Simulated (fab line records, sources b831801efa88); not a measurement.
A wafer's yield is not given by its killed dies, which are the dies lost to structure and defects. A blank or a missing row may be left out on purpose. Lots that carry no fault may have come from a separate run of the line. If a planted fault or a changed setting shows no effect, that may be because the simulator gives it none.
Which tool was responsible?	flow sky130	Sampling: 12 lots, 36 wafers, 2 of 708 route steps

== WHAT THE GAUGES SHOWED, per wafer ==
SKY_LDD_HVP_OVL_MEAS_07. Usual: for LDD_HVP_OVL the level is 0.0 nm and the standard deviation is 1.7.
lot	measured	on	LDD_HVP_OVL (nm)	flag
L295	day 21 11:56	overlay-01	1.0 0.4 0.7	
L297	day 22 06:33	overlay-02	-3.1 -2.6 -3.4	
L298	day 22 15:57	overlay-01	2.0 2.5 -0.1	
L300	day 23 08:20	overlay-02	-2.2 -1.1 -0.9	
L302	day 24 03:43	overlay-01	2.2 2.6 0.7	
L303	day 24 22:06	overlay-02	- - -	OFF
L306	day 25 10:40	overlay-01	- - -	OFF
L314	day 28 13:26	overlay-02	0.8 -0.5 0.3	
L315	day 28 21:02	overlay-02	0.4 1.3 0.6	
L316	day 28 21:38	overlay-02	-2.3 -1.7 -0.6	
L317	day 29 05:05	overlay-01	2.9 0.6 0.9	
L318	day 29 09:53	overlay-01	-1.5 -2.6 0.6	

== WHICH TOOL RAN EACH LOT (tool, then ch and the chambers of the sampled wafers, then the start) ==
lot	SKY_LDD_HVP_COAT_02
L295	litho track-01 ch 0, day 20 20:35
L297	litho track-02 ch 0, day 21 14:10
L298	litho track-02 ch 0, day 22 01:16
L300	litho track-02 ch 0, day 22 16:53
L302	litho track-02 ch 0, day 23 13:47
L303	litho track-02, day 24 06:10
L306	litho track-03, day 24 19:56
L314	litho track-03 ch 0, day 27 22:23
L315	litho track-02 ch 0, day 28 06:35
L316	litho track-02 ch 0, day 28 07:10
L317	litho track-01 ch 0, day 28 15:20
L318	litho track-02 ch 0, day 28 20:07
- SKY_LDD_HVP_COAT_02: resist thk 300 nm.

== WHAT THE TOOLS THEMSELVES READ (means of the sampled wafers that have a number; where no wafer has one, the mark that the record gives instead) ==
SKY_LDD_HVP_COAT_02. Usual: chill plate temp C 23.00 C, standard deviation 0.11; dispense pressure kPa 50.0 kPa, standard deviation 2.3.
lot	tool	chill plate temp C (C)	dispense pressure kPa (kPa)	flag
L295	litho track-01	22.94	45.6	
L297	litho track-02	23.03	50.9	
L298	litho track-02	22.88	50.9	
L300	litho track-02	22.82	50.9	
L302	litho track-02	23.12	50.9	
L303	litho track-02	-	-	OFF
L306	litho track-03	-	-	OFF
L314	litho track-03	22.98	51.6	
L315	litho track-02	22.92	51.0	
L316	litho track-02	23.12	50.9	
L317	litho track-01	23.01	45.5	
L318	litho track-02	23.11	50.9	

== THE ANSWER, worked out from the rows above alone ==
Rule: take the mean of a lot's wafers that have a number; if it is more than 3 standard deviations from the usual mean, the lot is off. A lot without any number at a reading at which 4 lots or more have one is off too. Any other lot the step has rows for is counted as sound. First the gauges in route order, then the tools' own readings, where a lot's mean is used as printed above. At the first step where some lot is off, the reading lying furthest off is the one used; lots without a number count as furthest.
Off: at SKY_LDD_HVP_OVL_MEAS_07 (LDD_HVP_OVL), L303, L306. Without a number there: L303, L306.
If a tool, at a process step before that reading, ran all the lots that are off and no sound lot after the first of them, it fits. The gauges at SKY_LDD_HVP_OVL_MEAS_07 aren't tried: what is off there is off at SKY_LDD_HVP_COAT_02 too, on other tools, and a gauge's error can't cause that. Of those tried, none fits.

== WHAT THE SIMULATOR HAD INSERTED ==
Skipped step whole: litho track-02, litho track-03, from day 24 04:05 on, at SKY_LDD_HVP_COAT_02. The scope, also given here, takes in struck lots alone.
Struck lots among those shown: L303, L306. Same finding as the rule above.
